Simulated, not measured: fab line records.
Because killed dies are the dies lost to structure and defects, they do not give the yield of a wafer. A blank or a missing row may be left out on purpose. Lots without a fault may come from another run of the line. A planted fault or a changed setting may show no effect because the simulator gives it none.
Which tool is to blame?	flow gf180mcu	12 lots, 36 wafers sampled, at 5 steps of a route of 602

## WHAT THE GAUGES READ, wafer by wafer
GF_V2_RS_MEAS_24: the measuring method here is four-point-probe. Usual: V2_W_RS typically reads 0.327 ohm/sq, with standard deviation 0.0033.
lot	measured	on	V2_W_RS (ohm/sq)	flag
L663	day 21 10:00	film_metro-03	0.328 0.326 0.323	
L664	day 21 19:36	film_metro-01	0.327 0.326 0.328	
L666	day 22 12:12	film_metro-01	0.327 0.334 0.327	
L668	day 23 10:13	film_metro-03	0.325 0.327 0.330	
L674	day 25 05:45	film_metro-03	0.322 0.328 0.328	
L676	day 25 22:07	film_metro-02	0.326 0.326 0.327	
L677	day 26 05:55	film_metro-02	0.328 0.328 0.328	
L678	day 26 15:55	film_metro-03	0.328 0.324 0.327	
L679	day 26 20:59	film_metro-02	0.326 0.323 0.325	
L680	day 27 00:54	film_metro-02	0.332 0.329 0.330	
L681	day 27 12:35	film_metro-03	0.334 0.330 0.333	
L682	day 27 18:48	film_metro-03	0.328 0.328 0.328	

GF_M3_RS_MEAS_05: the measuring method here is four-point-probe. Usual: M3_ALCU_RS typically reads 0.0695 ohm/sq, with standard deviation 0.00071.
lot	measured	on	M3_ALCU_RS (ohm/sq)	flag
L663	day 21 10:42	film_metro-04	0.0699 0.0696 0.0696	
L664	day 21 20:18	film_metro-04	0.0696 0.0698 0.0694	
L666	day 22 12:54	film_metro-04	0.0693 0.0697 0.0693	
L668	day 23 10:55	film_metro-04	0.0700 0.0700 0.0693	
L674	day 25 06:27	film_metro-04	0.0704 0.0712 0.0711	
L676	day 25 22:49	film_metro-04	0.0703 0.0694 0.0699	
L677	day 26 06:37	film_metro-03	0.0697 0.0697 0.0695	
L678	day 26 16:38	film_metro-03	0.0691 0.0693 0.0697	
L679	day 26 21:41	film_metro-04	0.0703 0.0703 0.0700	
L680	day 27 01:38	film_metro-04	0.0685 0.0691 0.0680	
L681	day 27 13:17	film_metro-04	0.0701 0.0702 0.0700	
L682	day 27 19:30	film_metro-04	0.0690 0.0691 0.0698	

GF_V3_THK_MEAS_03. Usual: V3_CVD_02_THK typically reads 850 nm, with standard deviation 11.
lot	measured	on	V3_CVD_02_THK (nm)	flag
L663	day 22 11:27	film_metro-02	844 835 865	
L664	day 22 20:29	film_metro-04	836 852 861	
L666	day 23 13:01	film_metro-04	805 809 819	OFF
L668	day 24 10:02	film_metro-03	807 816 816	OFF
L674	day 26 04:56	film_metro-02	852 849 860	
L676	day 26 20:34	film_metro-04	850 853 871	
L677	day 27 03:22	film_metro-02	850 856 857	
L678	day 27 13:52	film_metro-02	843 833 847	
L679	day 27 18:31	film_metro-02	827 847 843	
L680	day 27 22:29	film_metro-02	832 840 850	
L681	day 28 10:31	film_metro-04	843 836 848	
L682	day 28 16:26	film_metro-02	840 841 862	

## EACH LOT AND THE TOOL THAT RAN IT (in order: tool; ch and the chambers of the sampled wafers; start)
lot	GF_V2_SPUTTER_21	GF_V3_CVD_02
L663	pvd_sputter-04, day 21 09:46	pecvd-04 ch 0,1, day 22 11:22
L664	pvd_sputter-03, day 21 19:23	pecvd-04 ch 1,2, day 22 20:25
L666	pvd_sputter-04, day 22 11:59	pecvd-04 ch 1,2, day 23 12:57
L668	pvd_sputter-03, day 23 10:01	pecvd-04 ch 1,2, day 24 09:58
L674	pvd_sputter-03, day 25 05:31	pecvd-03 ch 0,1,2, day 26 04:52
L676	pvd_sputter-02, day 25 21:55	pecvd-01 ch 1,2, day 26 20:30
L677	pvd_sputter-02, day 26 05:43	pecvd-04 ch 0,1,2, day 27 03:17
L678	pvd_sputter-03, day 26 15:43	pecvd-03 ch 0,1,2, day 27 13:47
L679	pvd_sputter-04, day 26 20:44	pecvd-03 ch 1,2, day 27 18:26
L680	pvd_sputter-03, day 27 00:41	pecvd-03 ch 0,2, day 27 22:25
L681	pvd_sputter-02, day 27 12:23	pecvd-03 ch 0,1,2, day 28 10:27
L682	pvd_sputter-02, day 27 18:35	pecvd-01 ch 0,1, day 28 16:22
- GF_V2_SPUTTER_21: material Ti, target thk 15 nm, time 80.02 s.
- GF_V3_CVD_02: deposits SiO2 from TEOS, target thk 850 nm, time 94.851 s.

## WHAT THE TOOLS THEMSELVES READ (means of the sampled wafers that have a number; where no wafer has one, the mark that the record gives instead)
GF_V2_SPUTTER_21. Usual: 30.3 % for throttle_valve_pct, sd 0.76.
lot	tool	throttle_valve_pct (%)	flag
L663	pvd_sputter-04	29.8	
L664	pvd_sputter-03	30.4	
L666	pvd_sputter-04	29.1	
L668	pvd_sputter-03	30.8	
L674	pvd_sputter-03	30.2	
L676	pvd_sputter-02	30.8	
L677	pvd_sputter-02	30.3	
L678	pvd_sputter-03	30.5	
L679	pvd_sputter-04	30.3	
L680	pvd_sputter-03	31.3	
L681	pvd_sputter-02	30.6	
L682	pvd_sputter-02	30.4	

GF_V3_CVD_02. Usual: heater_power_w 616 W, standard deviation 75; run_length_s 122.9 s, standard deviation 0.51.
lot	tool	heater_power_w (W)	run_length_s (s)	flag
L663	pecvd-04	705	122.8	
L664	pecvd-04	530	122.7	
L666	pecvd-04	575	118.6	OFF
L668	pecvd-04	559	118.7	OFF
L674	pecvd-03	617	122.5	
L676	pecvd-01	685	122.6	
L677	pecvd-04	587	122.6	
L678	pecvd-03	554	122.8	
L679	pecvd-03	658	122.9	
L680	pecvd-03	510	123.0	
L681	pecvd-03	548	122.9	
L682	pecvd-01	616	123.8	

## THE ANSWER, worked out from the rows above alone
Rule: lot off if the mean of its wafers having a number is beyond 3 standard deviations from the usual mean. Also off: a lot with no number at a reading for which 4 or more lots have one. The other lots that the step has rows for count as sound. The gauges are gone through in route order, then the tools' own readings, and for those a lot's mean is taken as printed above. The first step at which some lot is off is used, and at that step the reading that is off furthest; a lot without a number counts as furthest.
Off: at GF_V3_THK_MEAS_03 (V3_CVD_02_THK), L666, L668.
If a tool, at a process step before that reading, ran all the lots that are off and no sound lot after the first of them, it fits. Not tried: the gauges at GF_V3_THK_MEAS_03; whatever is off there is also off at GF_V3_CVD_02, on other tools, and gauge error can't account for it. None of those tried fits.

## WHAT WAS PUT IN BY THE SIMULATOR
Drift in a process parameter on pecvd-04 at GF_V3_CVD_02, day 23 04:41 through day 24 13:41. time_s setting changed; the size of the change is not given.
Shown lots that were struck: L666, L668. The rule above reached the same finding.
